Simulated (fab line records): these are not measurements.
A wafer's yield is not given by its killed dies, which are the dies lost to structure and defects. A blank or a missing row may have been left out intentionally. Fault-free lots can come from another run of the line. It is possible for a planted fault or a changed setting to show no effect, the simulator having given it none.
Which tool is to blame?    flow sky130    72 wafers from 24 lots sampled at 6 of the route's 708 steps

== WHAT THE GAUGES READ, wafer by wafer ==
SKY_METAL1_OVL_MEAS_16. Usual: METAL1_OVL typically reads 0 nm, with standard deviation 4.7.
lot   measured      on          METAL1_OVL (nm)  flag
L074  day 30 15:55  overlay-01  -6 4 -1          
L075  day 30 16:34  overlay-02  1 -1 -4          
L076  day 30 19:04  overlay-01  7 8 3            
L077  day 30 19:35  overlay-01  2 -6 -1          
L078  day 31 09:41  overlay-01  4 -3 5           
L079  day 31 21:37  overlay-01  -3 -1 -5         
L080  day 31 19:13  overlay-01  -7 -7 -1         
L081  day 32 11:18  overlay-02  -4 1 -5          
L082  day 32 19:53  overlay-01  8 4 0            
L083  day 32 22:43  overlay-02  2 5 3            
L084  day 32 21:44  overlay-02  -1 -1 4          
L085  day 33 05:07  overlay-02  3 9 -1           
L086  day 33 13:04  overlay-02  -10 -5 2         
L087  day 33 21:02  overlay-01  -2 -2 -12        
L088  day 33 22:56  overlay-01  4 7 9            
L089  day 34 08:09  overlay-02  4 8 2            
L090  day 34 20:49  overlay-01  4 -2 5           
L091  day 35 03:55  overlay-02  1 0 -3           
L093  day 43 01:53  overlay-01  -4 -1 -3         
L092  day 43 00:35  overlay-02  2 4 -3           
L094  day 42 20:07  overlay-01  -11 -5 -10       
L097  day 43 04:37  overlay-02  -5 6 0           
L095  day 43 02:52  overlay-02  3 -1 -2          
L096  day 43 03:01  overlay-01  4 11 -2          

SKY_METAL5_RS_MEAS_05: a four-point-probe measurement. Usual: METAL5_ALCU_RS typically reads 0.02719 ohm/sq, with standard deviation 0.00028.
lot   measured      on             METAL5_ALCU_RS (ohm/sq)  flag
L074  day 41 05:12  film metro-02  0.02695 0.02711 0.0272   
L075  day 41 04:57  film metro-01  0.02702 0.02687 0.02733  
L076  day 41 06:58  film metro-02  0.02734 0.02704 0.02734  
L077  day 41 08:23  film metro-01  0.0269 0.02715 0.02711   
L078  day 41 18:49  film metro-01  0.02761 0.02688 0.02724  
L079  day 42 06:38  film metro-02  0.02716 0.02736 0.02746  
L080  day 42 04:13  film metro-02  0.02687 0.0269 0.02723   
L081  day 42 17:58  film metro-01  0.02765 0.02717 0.02771  
L082  day 43 03:56  film metro-03  0.02702 0.02689 0.02695  
L083  day 43 05:16  film metro-03  0.02711 0.02723 0.02718  
L084  day 43 04:31  film metro-02  0.02709 0.02682 0.02705  
L085  day 43 10:44  film metro-03  0.02697 0.02673 0.02745  
L086  day 43 17:58  film metro-02  0.02694 0.02741 0.027    
L087  day 44 02:46  film metro-01  0.02688 0.02736 0.02681  
L088  day 44 04:40  film metro-01  0.02724 0.02797 0.02756  
L089  day 44 10:59  film metro-01  0.02716 0.02684 0.02671  
L090  day 44 21:20  film metro-02  0.02685 0.02693 0.02703  
L091  day 45 02:17  film metro-02  0.02688 0.02734 0.02708  
L093  day 50 14:47  film metro-02  0.02684 0.02736 0.02662  
L092  day 50 14:11  film metro-01  0.02722 0.02758 0.02796  
L094  day 50 13:03  film metro-03  0.0273 0.02696 0.02695   
L097  day 50 15:59  film metro-01  0.02757 0.02722 0.02739  
L095  day 50 15:45  film metro-02  0.02723 0.02699 0.02712  
L096  day 50 15:41  film metro-01  0.02727 0.02716 0.02724  

== EACH LOT AND THE TOOL THAT RAN IT (in order: tool; ch and the chambers of the sampled wafers; start) ==
lot   SKY_FIELD_ISO_ETCH_14              SKY_METAL3_SPUTTER_02         SKY_METAL3_ETCH_17                  SKY_METAL4_STRIP_19
L074  rie diel-04 ch 1,2,3, day 2 04:43  pvd sputter-01, day 34 07:58  rie diel-04 ch 0,1,3, day 36 13:58  plasma asher-04 ch 0,1, day 40 00:53
L075  rie diel-03 ch 2,3, day 2 09:10    pvd sputter-04, day 34 08:53  rie diel-04 ch 1,2, day 36 15:19    plasma asher-04 ch 0,1, day 40 01:35
L076  rie diel-02 ch 0,1,3, day 2 14:44  pvd sputter-04, day 34 10:08  rie diel-02 ch 0,1,2, day 36 16:34  plasma asher-01 ch 0, day 40 02:55
L077  rie diel-02 ch 0,3, day 2 20:47    pvd sputter-02, day 34 12:49  rie diel-04 ch 0,1,3, day 36 17:49  plasma asher-04 ch 0,1, day 40 04:38
L078  rie diel-03 ch 0,1,3, day 3 04:13  pvd sputter-04, day 34 23:14  rie diel-02 ch 0,1,2, day 37 05:10  plasma asher-03 ch 0,1, day 40 15:28
L079  rie diel-03 ch 1,2,3, day 3 08:46  pvd sputter-01, day 35 11:46  rie diel-04 ch 0,2, day 37 17:12    plasma asher-03 ch 1, day 41 02:16
L080  rie diel-03 ch 0,1, day 3 12:28    pvd sputter-02, day 35 09:26  rie diel-02 ch 0,1, day 37 15:12    plasma asher-04 ch 0,1, day 41 00:10
L081  rie diel-04 ch 1,3, day 3 17:13    pvd sputter-01, day 36 00:43  rie diel-04 ch 1,2,3, day 38 06:22  plasma asher-01 ch 0,1, day 41 14:11
L082  rie diel-03 ch 1,2,3, day 3 21:05  pvd sputter-04, day 36 09:13  rie diel-02 ch 0,2,3, day 38 15:22  plasma asher-01 ch 0,1, day 41 23:56
L083  rie diel-04 ch 0,2, day 4 02:41    pvd sputter-04, day 36 13:21  rie diel-04 ch 0,2,3, day 38 18:08  plasma asher-03 ch 0,1, day 42 02:28
L084  rie diel-02 ch 0,1,2, day 4 09:17  pvd sputter-04, day 36 11:05  rie diel-01 ch 1,2, day 38 16:24    plasma asher-01 ch 0,1, day 42 01:10
L085  rie diel-04 ch 1,2,3, day 4 15:47  pvd sputter-02, day 36 18:37  rie diel-01 ch 1,2,3, day 38 23:57  plasma asher-01 ch 0,1, day 42 08:58
L086  rie diel-03 ch 0,2,3, day 4 20:10  pvd sputter-01, day 37 03:25  rie diel-01 ch 0,1,2, day 39 09:24  plasma asher-01 ch 1, day 42 16:34
L087  rie diel-02 ch 0,1,3, day 5 00:58  pvd sputter-01, day 37 11:41  rie diel-01 ch 0,2,3, day 39 17:46  plasma asher-04 ch 0,1, day 43 01:53
L088  rie diel-02 ch 0,3, day 5 06:19    pvd sputter-04, day 37 14:02  rie diel-02 ch 1,3, day 39 20:36    plasma asher-04 ch 1, day 43 03:43
L089  rie diel-03 ch 0,1,2, day 5 10:43  pvd sputter-02, day 37 23:01  rie diel-01 ch 2,3, day 40 03:57    plasma asher-04 ch 0,1, day 43 09:59
L090  rie diel-04 ch 1,2, day 5 15:26    pvd sputter-02, day 38 10:42  rie diel-04 ch 0,3, day 40 15:49    plasma asher-03 ch 0,1, day 43 21:50
L091  rie diel-03 ch 1,2, day 5 19:17    pvd sputter-02, day 38 18:56  rie diel-01 ch 2,3, day 40 23:22    plasma asher-01 ch 0,1, day 44 02:47
L093  rie diel-02 ch 0,1,2, day 9 14:29  pvd sputter-04, day 45 22:09  rie diel-04 ch 0,1,2, day 47 10:51  plasma asher-01 ch 0, day 49 18:40
L092  rie diel-04 ch 0,2,3, day 9 14:32  pvd sputter-02, day 45 21:06  rie diel-04 ch 0,1,3, day 47 10:27  plasma asher-04 ch 0, day 49 17:02
L094  rie diel-02 ch 1,2,3, day 9 14:50  pvd sputter-04, day 45 17:50  rie diel-04 ch 0,2, day 47 07:40    plasma asher-01 ch 0,1, day 49 14:59
L097  rie diel-04 ch 0,2,3, day 9 14:53  pvd sputter-04, day 46 01:20  rie diel-04 ch 0,1, day 47 14:27    plasma asher-04 ch 0,1, day 49 21:40
L095  rie diel-02 ch 0,1,3, day 9 14:57  pvd sputter-01, day 45 23:37  rie diel-04 ch 1,2,3, day 47 12:28  plasma asher-03 ch 0,1, day 49 20:58
L096  rie diel-04 ch 0,2,3, day 9 15:11  pvd sputter-04, day 46 00:32  rie diel-04 ch 0,2, day 47 13:10    plasma asher-01 ch 0,1, day 49 21:19
- SKY_FIELD_ISO_ETCH_14: etches BARC in N2/H2, stops on SiO2, time 45.9 s, target depth 60 nm.
- SKY_METAL3_SPUTTER_02: material AlCu, target thk 735 nm, time 39.1 s.
- SKY_METAL3_ETCH_17: etches SiO2 in C4F8/O2/Ar, stops on TiN, time 3.9 s, target depth 15 nm.
- SKY_METAL4_STRIP_19: strips in O2/N2.

== WHAT THE TOOLS THEMSELVES READ (means of the sampled wafers that have a number; where no wafer has one, the mark that the record gives instead) ==
SKY_FIELD_ISO_ETCH_14. Usual: drypump motor current A 5.8 A, standard deviation 0.7; h2 flow sccm 199.9 sccm, standard deviation 0.57; oes product au 0.855 a.u., standard deviation 0.0048; throttle valve pct 13.225 %, standard deviation 0.0093.
lot   tool         drypump motor current A (A)  h2 flow sccm (sccm)  oes product au (a.u.)  throttle valve pct (%)  flag
L074  rie diel-04  5.8                          199.9                0.858                  13.230                  
L075  rie diel-03  5.2                          199.8                0.850                  13.221                  
L076  rie diel-02  6.2                          199.7                0.856                  13.227                  
L077  rie diel-02  6.7                          199.5                0.856                  13.223                  
L078  rie diel-03  5.4                          199.1                0.851                  13.219                  
L079  rie diel-03  5.5                          200.2                0.854                  13.226                  
L080  rie diel-03  5.0                          200.5                0.855                  13.224                  
L081  rie diel-04  6.2                          200.3                0.854                  13.224                  
L082  rie diel-03  5.4                          199.8                0.857                  13.221                  
L083  rie diel-04  6.0                          200.1                0.858                  13.227                  
L084  rie diel-02  6.1                          200.3                0.859                  13.223                  
L085  rie diel-04  5.8                          199.7                0.857                  13.228                  
L086  rie diel-03  5.2                          199.9                0.856                  13.220                  
L087  rie diel-02  6.2                          199.9                0.854                  13.223                  
L088  rie diel-02  6.7                          199.9                0.857                  13.221                  
L089  rie diel-03  5.0                          201.0                0.855                  13.232                  
L090  rie diel-04  5.6                          199.8                0.855                  13.229                  
L091  rie diel-03  5.0                          199.8                0.855                  13.223                  
L093  rie diel-02  6.1                          200.1                0.852                  13.214                  
L092  rie diel-04  5.8                          200.2                0.854                  13.227                  
L094  rie diel-02  6.2                          200.3                0.850                  13.229                  
L097  rie diel-04  5.8                          200.1                0.852                  13.228                  
L095  rie diel-02  6.2                          199.5                0.854                  13.228                  
L096  rie diel-04  5.8                          199.6                0.856                  13.221                  

SKY_METAL3_SPUTTER_02. Usual: throttle valve pct 29.6 %, standard deviation 1.3.
lot   tool            throttle valve pct (%)  flag
L074  pvd sputter-01  29.8                    
L075  pvd sputter-04  29.7                    
L076  pvd sputter-04  28.6                    
L077  pvd sputter-02  29.7                    
L078  pvd sputter-04  29.4                    
L079  pvd sputter-01  30.5                    
L080  pvd sputter-02  29.6                    
L081  pvd sputter-01  30.2                    
L082  pvd sputter-04  29.7                    
L083  pvd sputter-04  28.5                    
L084  pvd sputter-04  28.3                    
L085  pvd sputter-02  29.7                    
L086  pvd sputter-01  29.9                    
L087  pvd sputter-01  29.6                    
L088  pvd sputter-04  28.0                    
L089  pvd sputter-02  29.7                    
L090  pvd sputter-02  29.9                    
L091  pvd sputter-02  29.8                    
L093  pvd sputter-04  28.7                    
L092  pvd sputter-02  30.1                    
L094  pvd sputter-04  29.6                    
L097  pvd sputter-04  29.7                    
L095  pvd sputter-01  30.2                    
L096  pvd sputter-04  29.8                    

SKY_METAL3_ETCH_17. Usual: oes product au 0.755 a.u., standard deviation 0.0066.
lot   tool         oes product au (a.u.)  flag
L074  rie diel-04  0.754                  
L075  rie diel-04  0.757                  
L076  rie diel-02  0.757                  
L077  rie diel-04  0.745                  
L078  rie diel-02  0.758                  
L079  rie diel-04  0.755                  
L080  rie diel-02  0.755                  
L081  rie diel-04  0.755                  
L082  rie diel-02  0.755                  
L083  rie diel-04  0.749                  
L084  rie diel-01  0.755                  
L085  rie diel-01  0.746                  
L086  rie diel-01  0.756                  
L087  rie diel-01  0.755                  
L088  rie diel-02  0.753                  
L089  rie diel-01  0.750                  
L090  rie diel-04  0.757                  
L091  rie diel-01  0.758                  
L093  rie diel-04  0.751                  
L092  rie diel-04  0.763                  
L094  rie diel-04  0.759                  
L097  rie diel-04  0.756                  
L095  rie diel-04  0.751                  
L096  rie diel-04  0.758                  

SKY_METAL4_STRIP_19. Usual: drypump motor current A 5.7 A, standard deviation 0.32; oes product au 0.505 a.u., standard deviation 0.0064; strip time to endpoint s 6.58 s, standard deviation 0.083.
lot   tool             drypump motor current A (A)  oes product au (a.u.)  strip time to endpoint s (s)  flag
L074  plasma asher-04  5.7                          0.496                  6.51                          
L075  plasma asher-04  5.8                          0.500                  6.55                          
L076  plasma asher-01  5.2                          0.500                  6.58                          
L077  plasma asher-04  5.6                          0.505                  6.56                          
L078  plasma asher-03  6.1                          0.504                  6.63                          
L079  plasma asher-03  6.2                          0.499                  6.51                          
L080  plasma asher-04  5.8                          0.501                  6.60                          
L081  plasma asher-01  5.5                          0.510                  6.61                          
L082  plasma asher-01  5.5                          0.503                  6.55                          
L083  plasma asher-03  6.1                          0.505                  6.61                          
L084  plasma asher-01  5.5                          0.504                  6.59                          
L085  plasma asher-01  5.8                          0.505                  6.62                          
L086  plasma asher-01  6.1                          0.502                  6.57                          
L087  plasma asher-04  5.6                          0.505                  6.58                          
L088  plasma asher-04  5.9                          0.503                  6.56                          
L089  plasma asher-04  5.7                          0.506                  6.65                          
L090  plasma asher-03  5.9                          0.497                  6.45                          
L091  plasma asher-01  5.8                          0.504                  6.61                          
L093  plasma asher-01  5.2                          0.503                  6.56                          
L092  plasma asher-04  5.6                          0.506                  6.65                          
L094  plasma asher-01  5.8                          0.503                  6.58                          
L097  plasma asher-04  5.7                          0.508                  6.63                          
L095  plasma asher-03  5.9                          0.511                  6.59                          
L096  plasma asher-01  5.8                          0.501                  6.57                          

== THE ANSWER, worked out from the rows above alone ==
Rule: lot off if the mean of its wafers having a number is beyond 3 standard deviations from the usual mean. Also off: a lot with no number at a reading for which 4 or more lots have one. Where the step has rows for the other lots, those lots are counted as sound. First the gauges in route order, then the tools' own readings, where a lot's mean is used as printed above. The first step at which some lot is off is used, and at that step the reading that is off furthest; a lot without a number counts as furthest.
Nothing can be told from this: no lot is off at any reading shown.

== WHAT HAD BEEN PUT IN BY THE SIMULATOR ==
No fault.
